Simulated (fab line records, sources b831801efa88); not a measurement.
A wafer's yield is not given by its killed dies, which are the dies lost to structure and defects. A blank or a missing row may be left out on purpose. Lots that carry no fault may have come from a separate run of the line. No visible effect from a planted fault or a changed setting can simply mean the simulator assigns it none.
Matching of chambers	flow gf180mcu	cmp-02 running GF_V4_CMP_04: 4 sister chambers
The step polishes SiO2. 8 wafers are shown with their chamber, then 10 later ones without.

## WAFERS, EACH WITH ITS CHAMBER
wafer	chamber	motorCurrentA (A)	timeToEndpointS (s)
L080.2	3	9.6	80
L080.3	0	10.6	84
L082.4	2	12.9	73
L087.1	3	9.5	82
L087.2	0	10.7	87
L087.4	1	11.9	82
L090.1	1	11.9	75
L090.4	2	13.3	81

## WAFERS WITH NO CHAMBER GIVEN
wafer	motorCurrentA (A)	timeToEndpointS (s)
L090.5	13.6	74
L091.1	10.8	85
L091.2	9.8	79
L091.5	12.0	81
L093.2	11.8	78
L093.3	13.2	79
L093.6	10.0	84
L094.2	11.9	85
L094.5	10.2	92
L094.6	10.6	89

## CHAMBER TAKEN BY EACH
wafer	from the rows above	in truth
L090.5	2	2
L091.1	0	0
L091.2	3	3
L091.5	1	1
L093.2	1	1
L093.3	2	2
L093.6	can't be placed: 3 or 0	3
L094.2	1	1
L094.5	can't be placed: 0 or 3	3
L094.6	0	0
Placed correctly: 8 of 10. These rows do not allow placing 2 (true chamber among the candidates in 2). Number placed wrongly: 0.
How it was worked out, from the rows above alone: a wafer's distance from a chamber is the root of the sum, over the readings, of the square of ((its reading less the chamber's mean) divided by the reading's scatter). The wafer belongs to the nearest chamber; if the next one is less than 2 further off, it can't be placed. A chamber's mean is the mean of its shown wafers. The scatter: take each reading less its chamber's mean, square it, sum over the shown wafers, divide by the number of wafers less the number of chambers, and take the root.
